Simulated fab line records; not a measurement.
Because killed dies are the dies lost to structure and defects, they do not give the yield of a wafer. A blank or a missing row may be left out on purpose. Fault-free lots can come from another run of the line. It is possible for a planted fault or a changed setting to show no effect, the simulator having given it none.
Chamber matching	flow sky130	SKY_LI_CONTACT_CMP_02 on cmp-01 has 4 sister chambers
The step polishes PSG. 8 wafers are shown with their chamber, then 9 later ones without.

== EACH WAFER AND ITS CHAMBER ==
wafer	chamber	motorCurrentA (A)	timeToEndpointS (s)
L202.6	3	13.4	31.0
L210.6	3	13.9	32.4
L211.1	0	12.4	32.1
L211.2	2	11.9	30.4
L211.5	2	12.1	30.0
L219.1	0	12.7	32.9
L219.2	1	12.7	33.1
L219.6	1	12.4	33.5

== WAFERS WHOSE CHAMBER IS MISSING ==
wafer	motorCurrentA (A)	timeToEndpointS (s)
L222.3	11.0	31.1
L222.5	11.8	31.7
L222.6	12.9	31.8
L224.1	14.1	36.1
L224.3	11.7	35.8
L224.6	13.7	32.0
L225.2	12.3	29.0
L225.3	12.3	28.8
L225.4	13.0	31.3

== THE CHAMBER EACH PASSED THROUGH ==
wafer	from the rows above	in truth
L222.3	2	2
L222.5	can't be placed: 2 or 0 or 1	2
L222.6	can't be placed: 0 or 1 or 3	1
L224.1	can't be placed: 3 or 1 or 0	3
L224.3	can't be placed: 1 or 0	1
L224.6	3	3
L225.2	2	2
L225.3	2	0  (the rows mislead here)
L225.4	can't be placed: 0 or 3 or 1 or 2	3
Correct placement for 3 of the 9. These rows do not allow placing 5 (true chamber among the candidates in 5). 1 placed wrongly.
How it was worked out, from the rows above alone: a wafer's distance from a chamber is the root of the sum, over the readings, of the square of ((its reading less the chamber's mean) divided by the reading's scatter). If the next closest chamber is less than 2 further off than the closest, the wafer can't be placed; otherwise it belongs to the closest. The mean given for a chamber averages the wafers shown for that chamber. The scatter is the square root of a quotient: the sum, over the shown wafers, of each reading's squared deviation from its chamber's mean, divided by wafers minus chambers.
